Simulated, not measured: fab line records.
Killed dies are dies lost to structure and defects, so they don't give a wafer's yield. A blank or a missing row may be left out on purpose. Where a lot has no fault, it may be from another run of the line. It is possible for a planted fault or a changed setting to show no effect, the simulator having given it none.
What tool caused it? | flow gf180mcu | Sampling: 24 lots, 72 wafers, 6 of 602 route steps

WHAT EACH GAUGE READ, for each wafer
GF_V2_BOW_MEAS_05. Usual: V2_BOW 99 um, standard deviation 7.6.
lot  | measured     | on           | V2_BOW (um) | flag
L074 | day 19 02:29 | filmMetro-04 | 85 94 99    | 
L075 | day 19 07:57 | filmMetro-03 | 98 103 93   | 
L076 | day 19 18:14 | filmMetro-04 | 92 103 83   | 
L077 | day 20 00:41 | filmMetro-01 | 101 114 103 | 
L078 | day 20 14:50 | filmMetro-03 | 95 105 112  | 
L079 | day 20 22:47 | filmMetro-01 | 99 94 96    | 
L080 | day 21 10:46 | filmMetro-01 | 99 104 94   | 
L081 | day 22 02:46 | filmMetro-03 | 110 99 106  | 
L082 | day 22 03:23 | filmMetro-04 | 93 94 101   | 
L083 | day 22 18:24 | filmMetro-03 | 93 100 89   | 
L084 | day 23 01:28 | filmMetro-04 | 104 96 103  | 
L085 | day 23 10:17 | filmMetro-01 | 93 93 104   | 
L086 | day 23 19:56 | filmMetro-04 | 92 94 92    | 
L087 | day 23 22:05 | filmMetro-03 | 103 109 118 | 
L088 | day 24 07:10 | filmMetro-04 | 92 99 97    | 
L089 | day 24 14:59 | filmMetro-04 | 102 82 93   | 
L090 | day 24 23:53 | filmMetro-01 | 104 93 94   | 
L091 | day 25 05:41 | filmMetro-04 | 94 98 97    | 
L092 | day 25 08:49 | filmMetro-01 | 99 107 98   | 
L093 | day 26 00:36 | filmMetro-04 | 107 110 94  | 
L094 | day 26 05:53 | filmMetro-04 | 89 91 91    | 
L095 | day 26 19:13 | filmMetro-04 | 99 92 103   | 
L096 | day 27 04:58 | filmMetro-01 | 106 98 108  | 
L097 | day 27 06:31 | filmMetro-03 | 106 106 109 | 

GF_V2_THK_MEAS_25: measures by xrf. Usual: V2_W_THK 359 nm, standard deviation 5.7.
lot  | measured     | on           | V2_W_THK (nm) | flag
L074 | day 20 03:53 | filmMetro-01 | 353 363 364   | 
L075 | day 20 09:34 | filmMetro-04 | 349 345 349   | 
L076 | day 20 19:32 | filmMetro-01 | 363 356 360   | 
L077 | day 21 02:02 | filmMetro-03 | 358 361 360   | 
L078 | day 21 15:45 | filmMetro-03 | 357 357 355   | 
L079 | day 21 23:20 | filmMetro-04 | 355 356 356   | 
L080 | day 22 11:28 | filmMetro-01 | 361 359 365   | 
L081 | day 23 02:55 | filmMetro-04 | 352 352 354   | 
L082 | day 23 03:53 | filmMetro-03 | 353 359 360   | 
L083 | day 23 18:34 | filmMetro-01 | 350 349 351   | 
L084 | day 24 01:21 | filmMetro-03 | 371 368 363   | 
L085 | day 24 09:50 | filmMetro-03 | 364 365 356   | 
L086 | day 24 19:34 | filmMetro-04 | 359 356 358   | 
L087 | day 24 20:39 | filmMetro-04 | 351 349 352   | 
L088 | day 25 06:19 | filmMetro-04 | 360 351 357   | 
L089 | day 25 13:30 | filmMetro-01 | 368 364 374   | 
L090 | day 25 21:52 | filmMetro-01 | 365 366 367   | 
L091 | day 26 04:37 | filmMetro-01 | 360 356 358   | 
L092 | day 26 06:57 | filmMetro-01 | 357 363 354   | 
L093 | day 26 22:42 | filmMetro-03 | 360 370 365   | 
L094 | day 27 03:15 | filmMetro-04 | 349 354 354   | 
L095 | day 27 16:23 | filmMetro-03 | 355 359 358   | 
L096 | day 28 01:47 | filmMetro-04 | 359 358 361   | 
L097 | day 28 03:11 | filmMetro-01 | 356 361 363   | 

GF_V4_THK_MEAS_03. Usual: V4_CVD_02_THK 851 nm, standard deviation 14.
lot  | measured     | on           | V4_CVD_02_THK (nm) | flag
L074 | day 23 06:27 | filmMetro-03 | 845 858 868        | 
L075 | day 23 11:59 | filmMetro-03 | 823 837 862        | 
L076 | day 23 22:23 | filmMetro-01 | 835 847 861        | 
L077 | day 24 04:15 | filmMetro-03 | 859 880 853        | 
L078 | day 24 15:56 | filmMetro-03 | 856 832 877        | 
L079 | day 25 00:23 | filmMetro-04 | 855 826 873        | 
L080 | day 25 11:13 | filmMetro-03 | 864 839 870        | 
L081 | day 26 01:25 | filmMetro-03 | 839 865 863        | 
L082 | day 26 01:37 | filmMetro-03 | 850 858 868        | 
L083 | day 26 16:45 | filmMetro-04 | 845 856 837        | 
L084 | day 26 22:59 | filmMetro-04 | 853 878 848        | 
L085 | day 27 06:56 | filmMetro-04 | 855 865 840        | 
L086 | day 27 13:44 | filmMetro-03 | 833 863 852        | 
L087 | day 27 15:06 | filmMetro-04 | 847 842 849        | 
L088 | day 28 00:31 | filmMetro-04 | 851 855 853        | 
L089 | day 28 07:39 | filmMetro-01 | 822 842 842        | 
L090 | day 28 13:51 | filmMetro-01 | 836 850 868        | 
L091 | day 28 20:17 | filmMetro-03 | 857 866 850        | 
L092 | day 28 21:59 | filmMetro-04 | 823 847 850        | 
L093 | day 29 13:52 | filmMetro-04 | 846 870 868        | 
L094 | day 29 17:54 | filmMetro-03 | 848 838 866        | 
L095 | day 30 05:04 | filmMetro-04 | 855 844 868        | 
L096 | day 30 14:28 | filmMetro-04 | 830 837 833        | 
L097 | day 30 16:22 | filmMetro-04 | 855 851 883        | 

GF_M5_CD_MEAS_07: target cd 280 nm. Usual: cdNm 279.7 nm, standard deviation 1.1.
lot  | measured     | on       | cdNm (nm)         | flag
L074 | day 26 03:42 | cdSem-01 | 280.6 281.7 281.8 | 
L075 | day 26 07:25 | cdSem-01 | 280.9 280.7 279.9 | 
L076 | day 26 16:08 | cdSem-02 | 280.3 280.6 279.3 | 
L077 | day 26 22:29 | cdSem-01 | 280.9 279.7 279.6 | 
L078 | day 27 08:23 | cdSem-02 | 281.3 280.9 280.6 | 
L079 | day 27 15:36 | cdSem-02 | 279.1 279.5 279.2 | 
L080 | day 28 03:06 | cdSem-01 | 279.8 280.5 280.6 | 
L081 | day 28 15:44 | cdSem-02 | 279.9 279.1 278.8 | 
L082 | day 28 17:09 | cdSem-01 | 279.5 279.3 279.1 | 
L083 | day 29 04:59 | cdSem-02 | 278.8 279.0 279.3 | 
L084 | day 29 12:09 | cdSem-02 | 279.4 279.0 278.0 | 
L085 | day 29 20:32 | cdSem-01 | 279.5 279.4 279.2 | 
L086 | day 30 01:01 | cdSem-01 | 279.0 278.3 279.5 | 
L087 | day 30 02:47 | cdSem-01 | 280.9 281.3 283.1 | 
L088 | day 30 12:06 | cdSem-01 | 278.7 278.7 279.4 | 
L089 | day 30 17:21 | cdSem-02 | 278.8 278.6 277.6 | 
L090 | day 30 22:56 | cdSem-01 | 281.2 281.2 280.9 | 
L091 | day 31 05:35 | cdSem-02 | 279.1 278.8 278.0 | 
L092 | day 31 08:38 | cdSem-02 | 280.6 280.7 279.2 | 
L093 | day 31 22:01 | cdSem-02 | 280.0 279.6 279.8 | 
L094 | day 32 01:04 | cdSem-02 | 280.3 279.5 279.3 | 
L095 | day 32 12:27 | cdSem-01 | 279.5 278.3 278.8 | 
L096 | day 32 20:15 | cdSem-01 | 279.5 279.5 280.0 | 
L097 | day 32 21:59 | cdSem-01 | 279.5 280.5 280.2 | 

EACH LOT AND THE TOOL THAT RAN IT (in order: tool; ch and the chambers of the sampled wafers; start)
lot  | GF_NWELL_STRIP_10                  | GF_M2_SPUTTER_00
L074 | plasmaAsher-03 ch 0,1, day 3 08:14 | pvdSputter-02, day 18 01:35
L075 | plasmaAsher-01 ch 0,1, day 3 14:16 | pvdSputter-03, day 18 07:04
L076 | plasmaAsher-01 ch 0,1, day 3 18:35 | pvdSputter-01, day 18 15:44
L077 | plasmaAsher-04 ch 0,1, day 3 22:52 | pvdSputter-02, day 18 22:21
L078 | plasmaAsher-04 ch 0,1, day 4 06:26 | pvdSputter-01, day 19 12:50
L079 | plasmaAsher-03 ch 0,1, day 4 10:53 | pvdSputter-02, day 19 20:19
L080 | plasmaAsher-03 ch 0,1, day 4 15:55 | pvdSputter-02, day 20 08:24
L081 | plasmaAsher-01 ch 0,1, day 5 02:31 | pvdSputter-03, day 21 01:06
L082 | plasmaAsher-04 ch 0,1, day 5 02:59 | pvdSputter-01, day 21 01:56
L083 | plasmaAsher-04 ch 0,1, day 5 12:11 | pvdSputter-03, day 21 17:37
L084 | plasmaAsher-04 ch 0,1, day 5 18:23 | pvdSputter-01, day 22 00:41
L085 | plasmaAsher-03 ch 0,1, day 6 00:53 | pvdSputter-02, day 22 09:42
L086 | plasmaAsher-03 ch 0,1, day 6 05:31 | pvdSputter-03, day 22 19:17
L087 | plasmaAsher-03 ch 0,1, day 6 10:41 | pvdSputter-03, day 22 21:32
L088 | plasmaAsher-04 ch 0,1, day 6 13:58 | pvdSputter-02, day 23 06:37
L089 | plasmaAsher-01 ch 0,1, day 6 19:46 | pvdSputter-03, day 23 15:35
L090 | plasmaAsher-03 ch 0,1, day 7 01:19 | pvdSputter-01, day 24 00:04
L091 | plasmaAsher-03 ch 0,1, day 7 05:01 | pvdSputter-03, day 24 06:17
L092 | plasmaAsher-04 ch 0,1, day 7 09:32 | pvdSputter-02, day 24 09:27
L093 | plasmaAsher-01 ch 0,1, day 7 15:31 | pvdSputter-03, day 25 01:55
L094 | plasmaAsher-03 ch 0,1, day 7 20:56 | pvdSputter-02, day 25 07:30
L095 | plasmaAsher-01 ch 0,1, day 8 05:04 | pvdSputter-03, day 25 21:17
L096 | plasmaAsher-01 ch 0,1, day 8 10:23 | pvdSputter-01, day 26 06:59
L097 | plasmaAsher-04 ch 0,1, day 8 14:38 | pvdSputter-03, day 26 08:40
- GF_NWELL_STRIP_10: strips in O2/N2.
- GF_M2_SPUTTER_00: material Ti, target thk 37.5 nm, time 150 s.

AS READ BY THE TOOLS THEMSELVES (means over the sampled wafers that have a number; for cases with no such wafer, the mark the record gives instead)
GF_NWELL_STRIP_10. Usual: drypumpMotorCurrentA 5.6 A, standard deviation 0.32; heaterPowerW 350 W, standard deviation 69; oesProductAu 0.723 a.u., standard deviation 0.0044; stripTimeToEndpointS 36.94 s, standard deviation 0.089.
lot  | tool           | drypumpMotorCurrentA (A) | heaterPowerW (W) | oesProductAu (a.u.) | stripTimeToEndpointS (s) | flag
L074 | plasmaAsher-03 | 5.3                      | 343              | 0.721               | 36.90                    | 
L075 | plasmaAsher-01 | 5.8                      | 388              | 0.725               | 36.81                    | 
L076 | plasmaAsher-01 | 5.9                      | 457              | 0.723               | 36.99                    | 
L077 | plasmaAsher-04 | 5.9                      | 292              | 0.727               | 37.03                    | 
L078 | plasmaAsher-04 | 5.8                      | 305              | 0.721               | 36.98                    | 
L079 | plasmaAsher-03 | 5.3                      | 343              | 0.722               | 36.85                    | 
L080 | plasmaAsher-03 | 5.3                      | 337              | 0.726               | 37.07                    | 
L081 | plasmaAsher-01 | 5.8                      | 390              | 0.728               | 36.98                    | 
L082 | plasmaAsher-04 | 5.7                      | 304              | 0.720               | 36.87                    | 
L083 | plasmaAsher-04 | 5.7                      | 300              | 0.721               | 37.06                    | 
L084 | plasmaAsher-04 | 5.9                      | 297              | 0.718               | 36.98                    | 
L085 | plasmaAsher-03 | 5.3                      | 343              | 0.723               | 36.89                    | 
L086 | plasmaAsher-03 | 5.3                      | 338              | 0.727               | 36.90                    | 
L087 | plasmaAsher-03 | 5.3                      | 351              | 0.723               | 36.93                    | 
L088 | plasmaAsher-04 | 5.9                      | 299              | 0.724               | 36.91                    | 
L089 | plasmaAsher-01 | 5.8                      | 392              | 0.729               | 36.94                    | 
L090 | plasmaAsher-03 | 5.3                      | 339              | 0.724               | 36.90                    | 
L091 | plasmaAsher-03 | 5.3                      | 340              | 0.726               | 37.05                    | 
L092 | plasmaAsher-04 | 5.8                      | 298              | 0.719               | 36.92                    | 
L093 | plasmaAsher-01 | 5.8                      | 442              | 0.720               | 36.95                    | 
L094 | plasmaAsher-03 | 5.3                      | 349              | 0.723               | 37.05                    | 
L095 | plasmaAsher-01 | 5.8                      | 388              | 0.721               | 37.05                    | 
L096 | plasmaAsher-01 | 5.8                      | 394              | 0.725               | 36.86                    | 
L097 | plasmaAsher-04 | 5.7                      | 303              | 0.721               | 37.01                    | 

GF_M2_SPUTTER_00. Usual: cathodeDcPowerW 4000.1 W, standard deviation 0.77; throttleValvePct 30.2 %, standard deviation 1.1.
lot  | tool          | cathodeDcPowerW (W) | throttleValvePct (%) | flag
L074 | pvdSputter-02 | 3999.6              | 30.6                 | 
L075 | pvdSputter-03 | 3999.8              | 30.8                 | 
L076 | pvdSputter-01 | 3999.4              | 29.8                 | 
L077 | pvdSputter-02 | 4000.2              | 30.7                 | 
L078 | pvdSputter-01 | 4000.4              | 30.5                 | 
L079 | pvdSputter-02 | 3999.8              | 30.5                 | 
L080 | pvdSputter-02 | 3999.7              | 30.7                 | 
L081 | pvdSputter-03 | 4000.5              | 30.8                 | 
L082 | pvdSputter-01 | 3999.7              | 29.8                 | 
L083 | pvdSputter-03 | 4000.6              | 28.7                 | 
L084 | pvdSputter-01 | 4000.4              | 29.2                 | 
L085 | pvdSputter-02 | 3999.9              | 30.4                 | 
L086 | pvdSputter-03 | 4000.4              | 29.7                 | 
L087 | pvdSputter-03 | 4000.3              | 29.9                 | 
L088 | pvdSputter-02 | 4000.2              | 29.9                 | 
L089 | pvdSputter-03 | 4000.1              | 29.7                 | 
L090 | pvdSputter-01 | 4000.6              | 29.9                 | 
L091 | pvdSputter-03 | 3999.1              | 30.9                 | 
L092 | pvdSputter-02 | 4000.8              | 30.5                 | 
L093 | pvdSputter-03 | 4000.2              | 29.9                 | 
L094 | pvdSputter-02 | 3999.7              | 30.4                 | 
L095 | pvdSputter-03 | 4000.9              | 30.9                 | 
L096 | pvdSputter-01 | 4000.2              | 30.9                 | 
L097 | pvdSputter-03 | 4000.5              | 29.9                 | 

THE ANSWER, worked out from the rows above alone
Rule: take the mean of a lot's wafers that have a number; if it is more than 3 standard deviations from the usual mean, the lot is off. A lot without any number at a reading at which 4 lots or more have one is off too. Any other lot the step has rows for is counted as sound. First the gauges in route order, then the tools' own readings, where a lot's mean is used as printed above. At the first step where some lot is off, the reading lying furthest off is the one used; lots without a number count as furthest.
Across all readings shown, no lot is off: no conclusion can be drawn from this.

WHAT WAS PUT IN BY THE SIMULATOR
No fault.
